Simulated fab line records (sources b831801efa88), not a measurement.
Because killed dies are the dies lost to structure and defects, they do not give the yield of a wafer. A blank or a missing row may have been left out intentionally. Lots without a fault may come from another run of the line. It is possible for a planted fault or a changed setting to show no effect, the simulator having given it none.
Which tool was responsible?	flow sky130	Sampling: 10 lots, 30 wafers, 6 of 708 route steps

WHAT EACH GAUGE READ, for each wafer
SKY_LI_CONTACT_RS_MEAS_22: measurement is done with a four-point probe.
lot	measured	on	LI_CONTACT_W_RS (ohm/sq)
L143	day 29 05:57	film-metro-03	0.284 0.285 0.283
L144	day 29 23:20	film-metro-04	0.284 0.287 0.283
L146	day 31 01:19	film-metro-04	0.220 0.218 0.284
L155	day 33 17:42	film-metro-02	0.285 0.274 0.278
L156	day 34 01:25	film-metro-03	0.281 0.286 0.288
L158	day 34 16:49	film-metro-04	0.283 0.283 0.282
L160	day 35 05:25	film-metro-03	0.286 0.286 0.283
L163	day 35 17:31	film-metro-03	0.279 0.279 0.285
L164	day 36 05:14	film-metro-02	0.283 0.285 0.284
L165	day 36 22:10	film-metro-03	0.282 0.281 0.283

SKY_LI_CONTACT_THK_MEAS_23: measures by xrf.
lot	measured	on	LI_CONTACT_W_THK (nm)
L143	day 29 06:02	film-metro-03	385 384 388
L144	day 29 23:26	film-metro-04	390 382 388
L146	day 31 01:25	film-metro-04	493 496 388
L155	day 33 17:49	film-metro-02	387 406 394
L156	day 34 01:31	film-metro-03	389 381 379
L158	day 34 16:56	film-metro-04	387 389 389
L160	day 35 05:31	film-metro-03	385 381 389
L163	day 35 17:38	film-metro-03	395 393 387
L164	day 36 05:22	film-metro-02	389 387 385
L165	day 36 22:17	film-metro-03	391 391 391

EACH LOT AND THE TOOL THAT RAN IT (in order: tool; ch and the chambers of the sampled wafers; start)
lot	SKY_LI_CONTACT_CMP_02	SKY_LI_CONTACT_ETCH_14	SKY_LI_CONTACT_ETCH_15	SKY_LI_CONTACT_CVD_21
L143	cmp-02 ch 0,2,3, day 27 23:58	rie-diel-04 ch 0,1, day 29 05:12	rie-diel-04 ch 0,1, day 29 05:15	cvd-w-01 ch 0,1, day 29 05:49
L144	cmp-02 ch 1,2,3, day 28 18:04	rie-diel-02 ch 1,2,3, day 29 22:36	rie-diel-02 ch 1,2,3, day 29 22:39	cvd-w-01 ch 0,1, day 29 23:13
L146	cmp-01 ch 2,3, day 29 20:29	rie-diel-01 ch 0,1,2, day 31 00:35	rie-diel-01 ch 0,1,2, day 31 00:38	cvd-w-01 ch 0,1, day 31 01:10
L155	cmp-01 ch 0,1,3, day 32 14:21	rie-diel-02 ch 1,2,3, day 33 17:01	rie-diel-02 ch 1,2,3, day 33 17:04	cvd-w-02 ch 0,1, day 33 17:35
L156	cmp-02 ch 1,2, day 32 21:31	rie-diel-02 ch 0,1, day 34 00:41	rie-diel-02 ch 0,1, day 34 00:44	cvd-w-02 ch 0,1, day 34 01:17
L158	cmp-02 ch 0,1,2, day 33 13:07	rie-diel-04 ch 1,3, day 34 16:07	rie-diel-04 ch 1,3, day 34 16:10	cvd-w-01 ch 0,1, day 34 16:41
L160	cmp-01 ch 0,1,3, day 34 01:19	rie-diel-01 ch 2,3, day 35 04:41	rie-diel-01 ch 2,3, day 35 04:44	cvd-w-01 ch 0,1, day 35 05:17
L163	cmp-01 ch 0,1,2, day 34 13:46	rie-diel-01 ch 0,2,3, day 35 16:49	rie-diel-01 ch 0,2,3, day 35 16:52	cvd-w-02 ch 0,1, day 35 17:23
L164	cmp-02 ch 0,1,2, day 35 01:53	rie-diel-01 ch 1,2, day 36 04:34	rie-diel-01 ch 1,2, day 36 04:36	cvd-w-01 ch 0,1, day 36 05:07
L165	cmp-01 ch 1,2,3, day 35 18:57	rie-diel-01 ch 0,1,3, day 36 21:28	rie-diel-01 ch 0,1,3, day 36 21:31	cvd-w-01 ch 0,1, day 36 22:02
- SKY_LI_CONTACT_CMP_02: polishes PSG.
- SKY_LI_CONTACT_ETCH_14: etches BARC in N2/H2, stops on SiO2, time 45.9 s, target depth 60 nm.
- SKY_LI_CONTACT_ETCH_15: etches PSG in C4F8/O2/Ar, stops on Si, target depth 600 nm.
- SKY_LI_CONTACT_CVD_21: deposits W, target thk 400 nm, time 120.56 s.

WHAT THE TOOLS THEMSELVES READ (means of the sampled wafers that have a number; where no wafer has one, the mark that the record gives instead)
SKY_LI_CONTACT_CMP_02.
lot	tool	motor-current-A (A)	slurry-flow-ml-min	time-to-endpoint-s (s)
L143	cmp-02	12.5	150.0	31.3
L144	cmp-02	11.6	149.9	32.2
L146	cmp-01	11.7	150.0	33.6
L155	cmp-01	12.8	150.0	29.5
L156	cmp-02	11.0	150.1	30.6
L158	cmp-02	12.1	149.9	32.5
L160	cmp-01	13.3	149.6	28.5
L163	cmp-01	13.4	150.1	30.0
L164	cmp-02	12.7	150.1	29.9
L165	cmp-01	11.8	150.1	28.2

SKY_LI_CONTACT_ETCH_14.
lot	tool	drypump-motor-current-A (A)	oes-product-au (a.u.)	throttle-valve-pct (%)
L143	rie-diel-04	6.0	0.860	13.224
L144	rie-diel-02	6.0	0.856	13.226
L146	rie-diel-01	5.3	0.856	13.227
L155	rie-diel-02	5.9	0.853	13.226
L156	rie-diel-02	5.6	0.858	13.230
L158	rie-diel-04	5.6	0.854	13.228
L160	rie-diel-01	5.5	0.852	13.223
L163	rie-diel-01	5.5	0.855	13.225
L164	rie-diel-01	5.1	0.854	13.232
L165	rie-diel-01	5.5	0.855	13.229

SKY_LI_CONTACT_ETCH_15.
lot	tool	oes-product-au (a.u.)
L143	rie-diel-04	0.836
L144	rie-diel-02	0.839
L146	rie-diel-01	0.841
L155	rie-diel-02	0.836
L156	rie-diel-02	0.842
L158	rie-diel-04	0.838
L160	rie-diel-01	0.841
L163	rie-diel-01	0.841
L164	rie-diel-01	0.839
L165	rie-diel-01	0.835

SKY_LI_CONTACT_CVD_21.
lot	tool	heater-power-w (W)
L143	cvd-w-01	893
L144	cvd-w-01	903
L146	cvd-w-01	905
L155	cvd-w-02	891
L156	cvd-w-02	832
L158	cvd-w-01	899
L160	cvd-w-01	903
L163	cvd-w-02	893
L164	cvd-w-01	914
L165	cvd-w-01	906

THE ANSWER, worked out from the rows above alone
Rule: the usual values come from the lots themselves. The widest of any qualifying gaps counts: lots, ordered by their means at a reading, are off when they make up no more than a third of the lots, leave a main group of 4 or more, and stand apart from it by 3 or more times the standard deviation of that group's means. A main group whose means are all the same, to the digits that the tables above print for the reading, isn't used. A lot without any number at a reading at which 4 lots or more have one is off too. All remaining lots with rows at the step are treated as sound. After the gauges, taken in route order, come the tools' own readings; for these a lot's mean is taken, as printed above. The first step at which some lot is off is used, and at that step the reading that is off furthest; a lot without a number counts as furthest.
Off: L146, seen at SKY_LI_CONTACT_RS_MEAS_22 (LI_CONTACT_W_RS). Mean 0.283 ohm/sq and standard deviation 0.0019 in the main group.
A tool fits if, at a process step before that reading, it ran every lot that is off, and no sound lot after the first of them. Those tools and the gauges at SKY_LI_CONTACT_RS_MEAS_22 are tried in the same way. None of those tried fits.

WHAT THE SIMULATOR PUT IN
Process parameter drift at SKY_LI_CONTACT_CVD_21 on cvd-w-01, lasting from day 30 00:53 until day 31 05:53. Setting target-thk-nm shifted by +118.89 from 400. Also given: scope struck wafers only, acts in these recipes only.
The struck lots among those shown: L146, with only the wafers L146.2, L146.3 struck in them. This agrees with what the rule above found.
